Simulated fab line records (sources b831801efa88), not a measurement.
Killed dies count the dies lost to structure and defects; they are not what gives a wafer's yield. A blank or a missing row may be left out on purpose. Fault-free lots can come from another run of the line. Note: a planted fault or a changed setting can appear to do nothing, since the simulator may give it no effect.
What tool caused it?    flow gf180mcu    24 lots, 72 wafers sampled, at 6 steps of a route of 602

WHAT EACH GAUGE READ, for each wafer
GF_STI_THK_MEAS_24. Usual: STI_CVD_23_THK gives 652 nm (standard deviation 6).
lot   measured     on             STI_CVD_23_THK (nm)  flag
L074  day 2 04:53  film_metro-01  649 655 654          
L075  day 2 10:07  film_metro-01  649 653 657          
L076  day 2 15:52  film_metro-01  661 659 657          
L077  day 2 21:11  film_metro-02  660 660 658          
L078  day 3 01:57  film_metro-03  653 646 659          
L079  day 3 06:58  film_metro-01  651 639 645          
L080  day 3 10:43  film_metro-02  653 656 659          
L081  day 3 15:14  film_metro-01  661 667 649          
L082  day 3 20:25  film_metro-01  644 647 656          
L083  day 4 03:28  film_metro-01  650 653 651          
L084  day 4 07:21  film_metro-01  648 643 648          
L085  day 4 12:13  film_metro-02  646 646 650          
L086  day 4 16:40  film_metro-03  662 658 649          
L087  day 4 22:16  film_metro-02  644 649 645          
L088  day 5 03:27  film_metro-02  660 656 662          
L089  day 5 08:47  film_metro-01  650 648 648          
L090  day 5 14:56  film_metro-03  651 655 652          
L091  day 5 19:02  film_metro-03  658 660 662          
L092  day 5 23:50  film_metro-03  654 652 656          
L093  day 6 05:47  film_metro-03  655 648 659          
L094  day 6 10:57  film_metro-02  647 640 650          
L095  day 6 16:08  film_metro-03  649 656 658          
L096  day 6 20:22  film_metro-01  649 648 659          
L097  day 7 02:06  film_metro-03  652 655 649          

GF_CONTACT_OVL_MEAS_15. Usual: CONTACT_OVL gives -1 nm (standard deviation 4.9).
lot   measured      on          CONTACT_OVL (nm)  flag
L074  day 16 06:03  overlay-02  -4 -2 -4          
L075  day 16 13:28  overlay-02  -3 4 5            
L076  day 16 23:46  overlay-02  5 8 7             
L077  day 17 04:40  overlay-01  -4 -5 1           
L078  day 17 17:46  overlay-01  -9 -10 -5         
L079  day 18 02:52  overlay-01  -2 1 -6           
L080  day 18 10:09  overlay-02  2 -6 1            
L081  day 18 14:37  overlay-01  -2 -1 -4          
L082  day 19 02:21  overlay-01  -2 -3 2           
L083  day 19 13:54  overlay-02  2 3 -5            
L084  day 19 22:36  overlay-01  -6 3 0            
L085  day 20 13:00  overlay-02  -7 3 4            
L086  day 20 15:04  overlay-02  -2 -2 7           
L087  day 21 02:06  overlay-02  -2 -1 0           
L088  day 21 15:31  overlay-01  3 1 5             
L089  day 21 16:11  overlay-02  6 -7 16           
L090  day 22 04:49  overlay-01  -5 0 -3           
L091  day 22 09:22  overlay-02  -2 -7 -7          
L092  day 22 20:52  overlay-01  -5 1 -5           
L093  day 22 22:53  overlay-02  5 9 5             
L094  day 23 09:37  overlay-01  1 -3 -8           
L095  day 23 18:13  overlay-01  1 -3 0            
L096  day 23 19:37  overlay-02  -1 6 3            
L097  day 24 06:20  overlay-01  -8 -11 -10        

GF_PASSIVATION_THK_MEAS_03. Usual: PASSIVATION_CVD_02_THK gives 700 nm (standard deviation 8.8).
lot   measured      on             PASSIVATION_CVD_02_THK (nm)  flag
L074  day 28 07:53  film_metro-03  694 690 705                  
L075  day 28 16:49  film_metro-04  702 709 704                  
L076  day 28 20:25  film_metro-03  688 697 704                  
L077  day 29 04:31  film_metro-03  709 693 719                  
L078  day 29 15:40  film_metro-01  685 699 692                  
L079  day 29 23:53  film_metro-04  689 695 708                  
L080  day 30 03:19  film_metro-04  693 717 705                  
L081  day 30 06:23  film_metro-04  691 693 704                  
L082  day 30 16:07  film_metro-01  711 706 725                  
L083  day 31 02:52  film_metro-03  696 706 701                  
L084  day 31 06:58  film_metro-03  691 703 703                  
L085  day 31 17:23  film_metro-03  704 689 713                  
L086  day 31 19:54  film_metro-04  705 714 701                  
L087  day 32 01:10  film_metro-03  694 691 713                  
L088  day 32 12:10  film_metro-01  693 709 705                  
L089  day 32 11:25  film_metro-03  692 695 708                  
L090  day 32 23:05  film_metro-04  695 687 691                  
L091  day 33 01:37  film_metro-04  703 687 696                  
L092  day 33 11:09  film_metro-04  694 704 700                  
L093  day 33 14:25  film_metro-04  692 700 710                  
L094  day 33 19:19  film_metro-01  683 689 699                  
L095  day 33 22:35  film_metro-03  689 683 694                  
L096  day 34 00:12  film_metro-03  696 702 718                  
L097  day 34 09:29  film_metro-04  695 698 710                  

TOOL THAT RAN EACH LOT (tool first, then ch and the chambers of the sampled wafers, then the start)
lot   GF_MIM_SPUTTER_00             GF_MIM_SPUTTER_04             GF_PASSIVATION_CVD_00
L074  pvd_sputter-02, day 24 14:47  pvd_sputter-02, day 24 14:58  pecvd-01 ch 0,1, day 28 07:27
L075  pvd_sputter-04, day 24 23:29  pvd_sputter-04, day 24 23:40  pecvd-02 ch 0,1, day 28 16:22
L076  pvd_sputter-01, day 25 05:34  pvd_sputter-01, day 25 05:45  pecvd-04 ch 1,2, day 28 19:59
L077  pvd_sputter-01, day 25 13:50  pvd_sputter-01, day 25 14:01  pecvd-02 ch 0,1,2, day 29 04:05
L078  pvd_sputter-02, day 26 01:26  pvd_sputter-02, day 26 01:37  pecvd-04 ch 0,1, day 29 15:13
L079  pvd_sputter-01, day 26 10:17  pvd_sputter-01, day 26 10:28  pecvd-02 ch 0,1,2, day 29 23:28
L080  pvd_sputter-01, day 26 14:49  pvd_sputter-01, day 26 14:59  pecvd-01 ch 0,1,2, day 30 02:52
L081  pvd_sputter-02, day 26 18:39  pvd_sputter-02, day 26 18:50  pecvd-02 ch 0,1,2, day 30 05:56
L082  pvd_sputter-02, day 27 05:23  pvd_sputter-02, day 27 05:34  pecvd-01 ch 0,1, day 30 15:41
L083  pvd_sputter-01, day 27 17:11  pvd_sputter-01, day 27 17:22  pecvd-02 ch 0,1, day 31 02:26
L084  pvd_sputter-01, day 27 22:20  pvd_sputter-01, day 27 22:31  pecvd-04 ch 1,2, day 31 06:32
L085  pvd_sputter-02, day 28 09:59  pvd_sputter-02, day 28 10:10  pecvd-02 ch 0,1, day 31 16:58
L086  pvd_sputter-02, day 28 11:46  pvd_sputter-02, day 28 11:57  pecvd-02 ch 0,1,2, day 31 19:29
L087  pvd_sputter-01, day 28 19:23  pvd_sputter-01, day 28 19:34  pecvd-04 ch 0,1,2, day 32 00:44
L088  pvd_sputter-04, day 29 08:43  pvd_sputter-04, day 29 08:54  pecvd-01 ch 0,2, day 32 11:44
L089  pvd_sputter-01, day 29 08:25  pvd_sputter-01, day 29 08:36  pecvd-01 ch 0,1,2, day 32 10:59
L090  pvd_sputter-01, day 29 17:39  pvd_sputter-01, day 29 17:50  pecvd-02 ch 1,2, day 32 22:40
L091  pvd_sputter-01, day 29 22:37  pvd_sputter-01, day 29 22:47  pecvd-04 ch 1,2, day 33 01:11
L092  pvd_sputter-02, day 30 09:48  pvd_sputter-02, day 30 09:59  pecvd-02 ch 1,2, day 33 10:43
L093  pvd_sputter-02, day 30 11:36  pvd_sputter-02, day 30 11:47  pecvd-02 ch 0,1, day 33 13:59
L094  pvd_sputter-01, day 30 17:33  pvd_sputter-01, day 30 17:44  pecvd-01 ch 0,1,2, day 33 18:53
L095  pvd_sputter-04, day 31 01:35  pvd_sputter-04, day 31 01:46  pecvd-01 ch 1,2, day 33 22:10
L096  pvd_sputter-04, day 31 03:20  pvd_sputter-04, day 31 03:31  pecvd-04 ch 0,1, day 33 23:44
L097  pvd_sputter-04, day 31 11:49  pvd_sputter-04, day 31 11:59  pecvd-04 ch 1, day 34 08:54
- GF_MIM_SPUTTER_00: material Ti, target thk 37.5 nm, time 150 s.
- GF_MIM_SPUTTER_04: material TiN, target thk 50 nm, time 41.7 s.
- GF_PASSIVATION_CVD_00: deposits SiO2 from TEOS, target thk 1000 nm, time 111.95 s.

WHAT THE TOOLS THEMSELVES READ (means of the sampled wafers that have a number; where no wafer has one, the mark that the record gives instead)
GF_MIM_SPUTTER_00. Usual: throttle_valve_pct 30.6 %, standard deviation 1.1.
lot   tool            throttle_valve_pct (%)  flag
L074  pvd_sputter-02  31.1                    
L075  pvd_sputter-04  28.9                    
L076  pvd_sputter-01  31.0                    
L077  pvd_sputter-01  30.7                    
L078  pvd_sputter-02  31.4                    
L079  pvd_sputter-01  30.3                    
L080  pvd_sputter-01  30.0                    
L081  pvd_sputter-02  30.9                    
L082  pvd_sputter-02  30.7                    
L083  pvd_sputter-01  30.8                    
L084  pvd_sputter-01  29.9                    
L085  pvd_sputter-02  30.6                    
L086  pvd_sputter-02  30.6                    
L087  pvd_sputter-01  30.6                    
L088  pvd_sputter-04  30.1                    
L089  pvd_sputter-01  30.6                    
L090  pvd_sputter-01  30.2                    
L091  pvd_sputter-01  30.8                    
L092  pvd_sputter-02  30.1                    
L093  pvd_sputter-02  31.9                    
L094  pvd_sputter-01  30.4                    
L095  pvd_sputter-04  31.5                    
L096  pvd_sputter-04  31.6                    
L097  pvd_sputter-04  30.4                    

GF_MIM_SPUTTER_04. Usual: throttle_valve_pct 30.6 %, standard deviation 1.1.
lot   tool            throttle_valve_pct (%)  flag
L074  pvd_sputter-02  31.6                    
L075  pvd_sputter-04  28.8                    
L076  pvd_sputter-01  31.0                    
L077  pvd_sputter-01  30.7                    
L078  pvd_sputter-02  31.5                    
L079  pvd_sputter-01  30.5                    
L080  pvd_sputter-01  30.1                    
L081  pvd_sputter-02  30.8                    
L082  pvd_sputter-02  30.8                    
L083  pvd_sputter-01  31.0                    
L084  pvd_sputter-01  30.0                    
L085  pvd_sputter-02  30.7                    
L086  pvd_sputter-02  30.7                    
L087  pvd_sputter-01  30.6                    
L088  pvd_sputter-04  30.1                    
L089  pvd_sputter-01  30.7                    
L090  pvd_sputter-01  30.1                    
L091  pvd_sputter-01  31.0                    
L092  pvd_sputter-02  30.1                    
L093  pvd_sputter-02  31.8                    
L094  pvd_sputter-01  30.4                    
L095  pvd_sputter-04  31.6                    
L096  pvd_sputter-04  31.5                    
L097  pvd_sputter-04  30.3                    

GF_PASSIVATION_CVD_00. Usual: heater_power_outer_w 380 W, standard deviation 51; heater_power_w 644 W, standard deviation 74.
lot   tool      heater_power_outer_w (W)  heater_power_w (W)  flag
L074  pecvd-01  356                       655                 
L075  pecvd-02  371                       621                 
L076  pecvd-04  361                       640                 
L077  pecvd-02  371                       608                 
L078  pecvd-04  343                       604                 
L079  pecvd-02  409                       671                 
L080  pecvd-01  349                       607                 
L081  pecvd-02  376                       624                 
L082  pecvd-01  384                       686                 
L083  pecvd-02  361                       606                 
L084  pecvd-04  359                       635                 
L085  pecvd-02  380                       592                 
L086  pecvd-02  381                       636                 
L087  pecvd-04  396                       682                 
L088  pecvd-01  426                       695                 
L089  pecvd-01  395                       678                 
L090  pecvd-02  373                       646                 
L091  pecvd-04  420                       723                 
L092  pecvd-02  372                       652                 
L093  pecvd-02  418                       645                 
L094  pecvd-01  395                       653                 
L095  pecvd-01  373                       634                 
L096  pecvd-04  399                       669                 
L097  pecvd-04  408                       707                 

THE ANSWER, worked out from the rows above alone
Rule: a lot is off if the mean of its wafers that have a number lies more than 3 standard deviations from the usual mean. Also off: a lot with no number at a reading for which 4 or more lots have one. Any other lot the step has rows for is counted as sound. After the gauges, taken in route order, come the tools' own readings; for these a lot's mean is taken, as printed above. The first step at which some lot is off is used, and at that step the reading that is off furthest; a lot without a number counts as furthest.
No lot is off at any reading shown: from this, nothing can be told.

WHAT THE SIMULATOR PUT IN
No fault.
